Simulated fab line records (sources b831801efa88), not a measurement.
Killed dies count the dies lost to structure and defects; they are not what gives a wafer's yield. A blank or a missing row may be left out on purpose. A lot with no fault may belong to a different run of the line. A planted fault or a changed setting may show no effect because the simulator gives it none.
A lot that was struck, set against a sound lot	flow gf180mcu	14 out of 602 route steps
Sound: these wafers, L751.2, L751.5, L751.6. The struck wafers were L753.1, L753.4, L753.6. At the end, the cause is stated.
Per side, at each step with rows, come the tool, then ch with its chambers, and then its first start. Under that, the readings that differ: sound wafers	struck wafers	difference of the means	sigmas: that difference in standard deviations of wafers without a fault.
alike: readings whose means differ by less than 2 such deviations, and words and numbers that are the same on both sides. not compared: withheld readings, readings that some wafer has no value for, bounds like >300 that may hide the same value, and numbers for which the record gives no deviation and whose values overlap.
A row with sigmas, a row that says differs or no value, or rows on one side alone: a step with any of these is where the two part. Numbers that don't overlap but have no deviation are shown without sigmas and don't part them. A reading missing from all wafers of one side parts the sides only when that side holds two or more wafers.

GF_M3_SPUTTER_01: material TiN, target thk 30 nm, time 25 s.
  sound: pvd sputter-02 at day 21 00:42; struck: pvd sputter-04 at day 22 01:16
  alike: throttle valve pct
GF_M3_SPUTTER_02: material AlCu, target thk 450 nm, time 23.9 s.
  sound: pvd sputter-02 at day 21 00:44; struck: pvd sputter-04 at day 22 01:18
  alike: throttle valve pct
GF_M3_SPUTTER_03: material Ti, target thk 10 nm, time 6.7 s.
  sound: pvd sputter-02 at day 21 00:46; struck: pvd sputter-04 at day 22 01:20
  alike: substrate temp c, throttle valve pct
GF_M3_SPUTTER_04: material TiN, target thk 50 nm, time 41.7 s.
  sound: pvd sputter-02 at day 21 00:47; struck: pvd sputter-04 at day 22 01:21
  alike: throttle valve pct
GF_M3_RS_MEAS_05: uses a four-point probe to measure.
  sound: film metro-03 at day 21 00:50; struck: film metro-02 at day 22 01:23
  alike: M3_ALCU_RS
GF_M3_THK_MEAS_06: measures by xrf.
  sound: film metro-03 at day 21 00:57; struck: film metro-02 at day 22 01:31
  alike: M3_ALCU_THK
then, 6 steps without rows for these wafers: GF_M3_DEHYDRATE_07 (time 60 s); GF_M3_HMDS_08 (prime time 60 s); GF_M3_COAT_09 (resist thk 1000 nm); GF_M3_SOFTBAKE_10 (time 60 s); GF_M3_EXPOSE_11 (exposes mask Metal3, target cd 280 nm); GF_M3_PEB_12 (peb time 90 s).
GF_M3_DEVELOP_13: develop time 60 s.
  struck on litho track-03, day 23 00:34; sound on litho track-01 ch 0, day 22 00:47
  no value came back on the struck wafers for chill plate temp C (C), develop time s (s), developer temp C (C); on the sound wafers chill plate temp C (C) reads 23.00 23.03 22.85
reading	sound	struck	difference	sigmas
model.KrF_of_M3_COAT_09.thk nm (nm)	989 986.9 985.7	998.8 998.8 1001	+12.3	
GF_M3_CD_MEAS_14 targets a cd of 280 nm.
  sound: cd sem-01 at day 22 00:56; struck: cd sem-01 at day 23 00:43
reading	sound	struck	difference	sigmas
cd nm (nm)	279.3 279.2 278.7	- - -	no value on the struck wafers	

== WHERE THEY PART ==
Earliest at GF_M3_DEVELOP_13; latest, in this record, at GF_M3_CD_MEAS_14.

WHY: the cause the simulator had injected
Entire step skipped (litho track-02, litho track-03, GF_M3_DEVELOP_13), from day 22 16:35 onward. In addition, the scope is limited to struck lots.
